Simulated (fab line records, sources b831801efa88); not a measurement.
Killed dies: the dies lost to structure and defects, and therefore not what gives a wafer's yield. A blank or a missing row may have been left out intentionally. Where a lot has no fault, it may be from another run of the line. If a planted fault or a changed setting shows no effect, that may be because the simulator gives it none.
The tool behind it: which one? -- flow sky130 -- route of 708 steps, sampled at 1 step: 12 lots, 36 wafers

WHAT THE GAUGES SHOWED, per wafer
SKY_NWELL_TW_MEAS_26.
lot,measured,on,NWELL_2_TW
L075,day 5 15:47,film metro-01,497 498 496
L077,day 6 03:05,film metro-03,498 498 497
L079,day 6 16:10,film metro-04,501 504 499
L081,day 7 07:40,film metro-01,497 498 497
L083,day 8 01:55,film metro-03,492 494 492
L085,day 8 11:04,film metro-04,500 499 503
L087,day 8 15:58,film metro-04,501 501 500
L089,day 9 03:32,film metro-04,500 503 505
L091,day 9 14:38,film metro-01,498 497 496
L093,day 10 01:25,film metro-04,501 502 498
L095,day 10 19:22,film metro-01,495 496 494
L097,day 11 06:56,film metro-03,496 495 498

WHAT TOOL EACH LOT RAN ON (gives the tool, then ch and the chambers of the sampled wafers, and finally the start)
Before these readings, the record contains no process step.

THE ANSWER, worked out from the rows above alone
Rule: the lots themselves supply what counts as usual. Put in order of their means at a reading, lots are off if they are a third of the lots or fewer, leave a main group of 4 or more, and stand apart from it by a gap of 3 or more times the standard deviation of the main group's means; of several such gaps the widest counts. If all means in a main group match to the digits the tables above print for the reading, that group is not used. A lot without any number at a reading at which 4 lots or more have one is off too. Any other lot the step has rows for is counted as sound.
None of the lots is off at any reading shown; this tells nothing.

WHAT THE SIMULATOR HAD PUT IN
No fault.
